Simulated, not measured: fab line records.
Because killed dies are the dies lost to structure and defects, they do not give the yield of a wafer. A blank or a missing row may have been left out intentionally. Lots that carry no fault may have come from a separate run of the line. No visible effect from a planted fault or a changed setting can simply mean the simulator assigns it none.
fab line records    flow gf180mcu
record: lots: 14  wafers: 42  last_day: 34
route steps=602 shown VT_IMPLANT@131 MVPSD@139 POLY_GATE@158
lots with no fault: from the same line, run without faults
start_h: hours from the record's opening day to when the first of the lot's shown wafers began    wait_h: hours elapsed since this lot's preceding step    " repeats the value in the row above    L1.1+2: several wafers, shown together as one row    - no value present, or no start provided    * or withheld: withheld    < > ~ a bound
route shown NAME@n: NAME is a module with steps in the file, n the number in the route of the first one    usual: mean/standard deviation taken from wafers without a fault    same: alike in all rows    chamber/n: place in a boat    sites: each site's reading    _std_site: standard deviation of those values    _edge_site: inner sites' mean taken away from outer sites' mean    radius_mm: how far each site lies from the wafer's centre    mask NAME#n: copy n    behind: the most recent tool/chamber to have shaped the wafer    hold: why the lot was held/for how many hours/how that ended    device: whichever transistor did not switch (one of n, p or np)    end of line: tests run on the same wafers once the route is complete    a step given without rows: its recipe and nothing more    killed: at the first sort, the dies lost to defects and structure; wafer yield is something else    map: dies across one wafer; x = killed, . = not, _ = none there
set.NAME: the setting as run; set.NAME@STEP: as run at that earlier step    model.NAME: the simulator's own value behind a step, which no gauge read
one table for each step of the route and one row for each wafer, over a sample of lots
services: from which hour (start_h, from the record's first day; less than 0 if before it) a tool's chamber was out of use, for how many hours, and why
== steps ==
step: GF_VT_IMPLANT_IMPLANT_41
recipe: species: As  energy_kev: 70  dose_cm2: 1.013e+12  tilt_deg: 7
usual: dose_ions_cm2: 1.0129e+12/1e+09  faraday_current_uA: 5.71/0.12
lot.wafer  tool          chamber  start_h  wait_h  dose_ions_cm2  faraday_current_uA
L356.1     implanter-04  0        158.61   0.0     1.0123e+12     5.93
L356.4     "             0        "        "       1.0131e+12     5.74
L356.6     "             0        "        "       1.0126e+12     5.75
L359.1     implanter-01  0        176.56   0.0     1.0119e+12     5.87
L359.3     "             0        "        "       1.0119e+12     5.71
L359.4     "             0        "        "       1.0117e+12     5.62
L361.3     implanter-01  0        189.46   0.1     1.0139e+12     5.76
L361.5     "             0        "        "       1.0121e+12     5.86
L361.6     "             0        "        "       1.0126e+12     5.44
L364.3     implanter-04  0        212.36   0.1     1.0128e+12     5.55
L364.4     "             0        "        "       1.0144e+12     5.79
L364.5     "             0        "        "       1.0127e+12     5.63
L365.1     implanter-03  0        216.66   0.0     1.0124e+12     5.55
L365.4     "             0        "        "       1.0116e+12     5.69
L365.6     "             0        "        "       1.0131e+12     6.00
L368.1     implanter-04  0        238.06   0.0     1.1187e+12     6.26
L368.4     "             0        "        "       1.121e+12      6.16
L368.6     "             0        "        "       1.1198e+12     6.12
L369.1     implanter-04  0        243.56   0.0     1.1215e+12     6.30
L369.5     "             0        "        "       1.1213e+12     6.25
L369.6     "             0        "        "       1.1205e+12     6.06
L370.2     implanter-04  0        248.59   0.0     1.1191e+12     6.57
L370.4     "             0        "        "       1.1171e+12     6.45
L370.5     "             0        "        "       1.1204e+12     6.44
L371.3     implanter-04  0        261.11   0.1     1.1217e+12     6.34
L371.4     "             0        "        "       1.122e+12      6.36
L371.6     "             0        "        "       1.1203e+12     6.20
L374.1     implanter-03  0        286.61   0.0     1.0126e+12     5.74
L374.2     "             0        "        "       1.0146e+12     5.75
L374.3     "             0        "        "       1.0137e+12     5.82
L375.1     implanter-03  0        288.22   0.1     1.0123e+12     5.54
L375.2     "             0        "        "       1.0108e+12     5.71
L375.6     "             0        "        "       1.0127e+12     5.85
L376.1     implanter-03  0        290.91   0.0     1.0146e+12     5.64
L376.2     "             0        "        "       1.0136e+12     5.61
L376.3     "             0        "        "       1.0121e+12     5.50
L377.1     implanter-03  0        299.21   0.0     1.0136e+12     5.63
L377.4     "             0        "        "       1.0148e+12     5.74
L377.6     "             0        "        "       1.0129e+12     5.71
L379.1     implanter-01  0        311.26   0.0     1.0109e+12     5.76
L379.3     "             0        "        "       1.0128e+12     5.72
L379.4     "             0        "        "       1.0131e+12     5.69
step: GF_VT_IMPLANT_TW_MEAS_43
usual: VT_IMPLANT_4_TW: 689/4.9
lot.wafer  tool           chamber  start_h  wait_h  VT_IMPLANT_4_TW
L356.1     film_metro-03  -        158.89   0.1     691
L356.4     "              -        "        "       692
L356.6     "              -        "        "       694
L359.1     film_metro-02  -        176.81   0.1     689
L359.3     "              -        "        "       693
L359.4     "              -        "        "       691
L361.3     film_metro-03  -        189.68   0.1     692
L361.5     "              -        "        "       695
L361.6     "              -        "        "       695
L364.3     film_metro-02  -        212.58   0.1     690
L364.4     "              -        "        "       692
L364.5     "              -        "        "       691
L365.1     film_metro-04  -        216.91   0.1     683
L365.4     "              -        "        "       685
L365.6     "              -        "        "       680
L368.1     film_metro-02  -        238.31   0.1     714
L368.4     "              -        "        "       709
L368.6     "              -        "        "       714
L369.1     film_metro-02  -        243.81   0.1     717
L369.5     "              -        "        "       713
L369.6     "              -        "        "       717
L370.2     film_metro-02  -        248.82   0.1     713
L370.4     "              -        "        "       715
L370.5     "              -        "        "       714
L371.3     film_metro-03  -        261.33   0.1     717
L371.4     "              -        "        "       714
L371.6     "              -        "        "       710
L374.1     film_metro-04  -        286.95   0.1     687
L374.2     "              -        "        "       683
L374.3     "              -        "        "       684
L375.1     film_metro-04  -        288.47   0.1     687
L375.2     "              -        "        "       683
L375.6     "              -        "        "       682
L376.1     film_metro-02  -        291.16   0.1     688
L376.2     "              -        "        "       692
L376.3     "              -        "        "       686
L377.1     film_metro-03  -        299.46   0.1     694
L377.4     "              -        "        "       695
L377.6     "              -        "        "       694
L379.1     film_metro-02  -        311.51   0.1     688
L379.3     "              -        "        "       692
L379.4     "              -        "        "       688
step: GF_VT_IMPLANT_RS_MEAS_49
recipe: thk_meas_gauge: four-point-probe
usual: MVPSD_RS: 1169.3/2.9
lot.wafer  tool           chamber  start_h  wait_h  MVPSD_RS[ohm/sq]
L356.1     film_metro-01  -        159.46   0.1     1168.9
L356.4     "              -        "        "       1172.8
L356.6     "              -        "        "       1172.2
L359.1     film_metro-03  -        177.38   0.1     1167.7
L359.3     "              -        "        "       1172.9
L359.4     "              -        "        "       1168.6
L361.3     film_metro-04  -        190.27   0.1     1162.0
L361.5     "              -        "        "       1167.5
L361.6     "              -        "        "       1165.0
L364.3     film_metro-04  -        213.17   0.1     1168.7
L364.4     "              -        "        "       1166.4
L364.5     "              -        "        "       1167.1
L365.1     film_metro-03  -        217.49   0.1     1168.9
L365.4     "              -        "        "       1170.2
L365.6     "              -        "        "       1167.5
L368.1     film_metro-03  -        238.88   0.1     1172.0
L368.4     "              -        "        "       1172.0
L368.6     "              -        "        "       1171.9
L369.1     film_metro-04  -        244.38   0.1     1173.0
L369.5     "              -        "        "       1168.9
L369.6     "              -        "        "       1170.0
L370.2     film_metro-01  -        249.41   0.1     1170.0
L370.4     "              -        "        "       1171.1
L370.5     "              -        "        "       1172.8
L371.3     film_metro-04  -        261.92   0.1     1170.5
L371.4     "              -        "        "       1165.1
L371.6     "              -        "        "       1166.5
L374.1     film_metro-03  -        287.52   0.1     1171.5
L374.2     "              -        "        "       1167.4
L374.3     "              -        "        "       1170.7
L375.1     film_metro-04  -        289.05   0.1     1169.9
L375.2     "              -        "        "       1172.5
L375.6     "              -        "        "       1166.7
L376.1     film_metro-01  -        291.74   0.1     1172.7
L376.2     "              -        "        "       1170.0
L376.3     "              -        "        "       1169.2
L377.1     film_metro-04  -        300.03   0.1     1171.1
L377.4     "              -        "        "       1173.1
L377.6     "              -        "        "       1168.7
L379.1     film_metro-04  -        312.08   0.1     1174.0
L379.3     "              -        "        "       1172.2
L379.4     "              -        "        "       1173.1
step: GF_POLY_GATE_THK_MEAS_01
recipe: reads: poly-Si_of_POLY_GATE_CVD_00
usual: POLY_GATE_CVD_00_THK: 200.2/1.9
lot.wafer  tool           chamber  start_h  wait_h  POLY_GATE_CVD_00_THK[nm]
L356.1     film_metro-01  -        181.23   0.0     197.4
L356.4     "              -        "        "       197.5
L356.6     "              -        "        "       198.3
L359.1     film_metro-03  -        199.36   0.0     199.7
L359.3     "              -        "        "       198.5
L359.4     "              -        "        "       198.7
L361.3     film_metro-01  -        214.63   0.0     201.1
L361.5     "              -        "        "       201.7
L361.6     "              -        "        "       201.3
L364.3     film_metro-02  -        235.76   0.0     201.0
L364.4     "              -        "        "       200.7
L364.5     "              -        "        "       200.1
L365.1     film_metro-03  -        240.63   0.0     198.6
L365.4     "              -        "        "       197.9
L365.6     "              -        "        "       199.9
L368.1     film_metro-03  -        262.09   0.0     199.1
L368.4     "              -        "        "       200.1
L368.6     "              -        "        "       199.0
L369.1     film_metro-01  -        269.44   0.0     200.5
L369.5     "              -        "        "       200.6
L369.6     "              -        "        "       200.7
L370.2     film_metro-02  -        274.51   0.0     199.8
L370.4     "              -        "        "       199.7
L370.5     "              -        "        "       199.9
L371.3     film_metro-02  -        291.95   0.0     198.7
L371.4     "              -        "        "       197.3
L371.6     "              -        "        "       198.5
L374.1     film_metro-02  -        312.77   0.0     195.0
L374.2     "              -        "        "       196.2
L374.3     "              -        "        "       195.8
L375.1     film_metro-01  -        318.92   0.0     201.3
L375.2     "              -        "        "       200.4
L375.6     "              -        "        "       198.9
L376.1     film_metro-03  -        318.92   0.0     198.8
L376.2     "              -        "        "       201.1
L376.3     "              -        "        "       199.6
L377.1     film_metro-03  -        326.43   0.0     200.1
L377.4     "              -        "        "       200.6
L377.6     "              -        "        "       200.0
L379.1     film_metro-02  -        339.56   0.0     201.7
L379.3     "              -        "        "       201.4
L379.4     "              -        "        "       202.6
step: GF_POLY_GATE_OVL_MEAS_11
usual: POLY_GATE_OVL: 3/6.7
lot.wafer  tool        chamber  start_h  wait_h  POLY_GATE_OVL[nm]
L356.1     overlay-02  -        198.59   0.1     0
L356.4     "           -        "        "       3
L356.6     "           -        "        "       4
L359.1     overlay-01  -        217.75   0.1     3
L359.3     "           -        "        "       11
L359.4     "           -        "        "       6
L361.3     overlay-01  -        232.76   0.1     6
L361.5     "           -        "        "       1
L361.6     "           -        "        "       -3
L364.3     overlay-02  -        254.27   0.1     14
L364.4     "           -        "        "       9
L364.5     "           -        "        "       15
L365.1     overlay-02  -        259.14   0.1     -4
L365.4     "           -        "        "       3
L365.6     "           -        "        "       4
L368.1     overlay-01  -        281.45   0.1     0
L368.4     "           -        "        "       -3
L368.6     "           -        "        "       -6
L369.1     overlay-02  -        289.61   0.1     5
L369.5     "           -        "        "       3
L369.6     "           -        "        "       6
L370.2     overlay-02  -        292.81   0.1     4
L370.4     "           -        "        "       2
L370.5     "           -        "        "       -4
L371.3     overlay-02  -        312.27   0.1     7
L371.4     "           -        "        "       11
L371.6     "           -        "        "       9
L374.1     overlay-01  -        333.34   0.1     -3
L374.2     "           -        "        "       8
L374.3     "           -        "        "       -2
L376.1     overlay-01  -        340.29   0.1     18
L376.2     "           -        "        "       3
L376.3     "           -        "        "       17
L375.1     overlay-01  -        340.81   0.1     2
L375.2     "           -        "        "       -3
L375.6     "           -        "        "       2
L377.1     overlay-01  -        347.91   0.1     6
L377.4     "           -        "        "       2
L377.6     "           -        "        "       6
L379.1     overlay-01  -        361.76   0.1     9
L379.3     "           -        "        "       8
L379.4     "           -        "        "       14
== services ==
tool          chamber  start_h  hours  kind
implanter-03  -        138.73   30.7   pm
implanter-04  -        187.55   3.7    pm
implanter-01  -        220.30   3.4    pm
implanter-04  -        283.33   0.9    repair
== key ==
first_sign: step: GF_VT_IMPLANT_IMPLANT_41  reading: dose_ions_cm2  direction: up  sigmas: 99+  usual: 1.0129e+12  struck: 1.1203e+12
effect: step: GF_VT_IMPLANT_IMPLANT_41  reading: faraday_current_uA  direction: up  sigmas: 4.9  usual: 5.71  struck: 6.29
effect: step: GF_VT_IMPLANT_TW_MEAS_43  reading: VT_IMPLANT_4_TW  direction: up  sigmas: 5  usual: 689  struck: 714
met_at GF_VT_IMPLANT_IMPLANT_41
struck_lots L368,L369,L370,L371
tester_left_out L368,L369,L370,L371
not_acting_at GF_VT_IMPLANT_RS_MEAS_49,GF_POLY_GATE_THK_MEAS_01,GF_POLY_GATE_OVL_MEAS_11
onset_between 212.36 238.06
fault: kind: process_parameter_drift  tool: implanter-04  chamber: -  onset_h: 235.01  steps: GF_VT_IMPLANT_IMPLANT_41  channel: dose_cm2  offset: 1.0709e+11  shape: step  end_h: 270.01  acts_in: these_recipes_only  stated: 1.013e+12
tester_left_out: of these lots the tester's yield and bins aren't shown, on N5 and GAA mostly nor the transistor test; their killed dies are dies lost to structure and defects alone, not to doping, threshold or leakage, so they don't give the yield
